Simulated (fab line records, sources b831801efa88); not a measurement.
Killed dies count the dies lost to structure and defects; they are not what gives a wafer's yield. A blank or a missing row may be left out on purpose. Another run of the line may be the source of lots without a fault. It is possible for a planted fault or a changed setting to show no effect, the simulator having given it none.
Chamber matching -- flow gf180mcu -- 4 sister chambers for GF_POLY_GATE_ETCH_12 on rie diel-04
The step etches BARC in N2/H2. 4 wafers are shown with their chamber, then 7 later ones without.

## WAFERS, EACH WITH ITS CHAMBER
wafer,chamber,drypump motor current A (A)
L082.5,2,6.1
L083.2,1,5.7
L085.1,3,5.7
L085.3,0,6.0

## WAFERS WHOSE CHAMBER IS MISSING
wafer,drypump motor current A (A)
L085.6,6.0
L096.2,5.7
L096.4,6.1
L096.5,5.6
L097.1,6.0
L097.2,5.8
L097.6,5.7

## CHAMBER TAKEN BY EACH
wafer,from the rows above,in truth
L085.6,can't be placed: 0 or 2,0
L096.2,can't be placed: 1 or 3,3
L096.4,can't be placed: 2 or 0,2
L096.5,can't be placed: 1 or 3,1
L097.1,can't be placed: 0 or 2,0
L097.2,can't be placed: 1 or 3 or 0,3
L097.6,can't be placed: 1 or 3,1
Correct placement for 0 of the 7. Not placeable from these rows: 7 (in 7, the candidates include the true chamber). Wrongly placed: 0.
How it was worked out, from the rows above alone: a wafer's distance from a chamber is the root of the sum, over the readings, of the square of ((its reading less the chamber's mean) divided by the reading's scatter). The wafer belongs to the nearest chamber; if the next one is less than 2 further off, it can't be placed. The mean given for a chamber averages the wafers shown for that chamber. The scatter (one wafer shown for each chamber): square how far every hidden wafer sits from the nearest shown wafer, average those squares and take the square root.
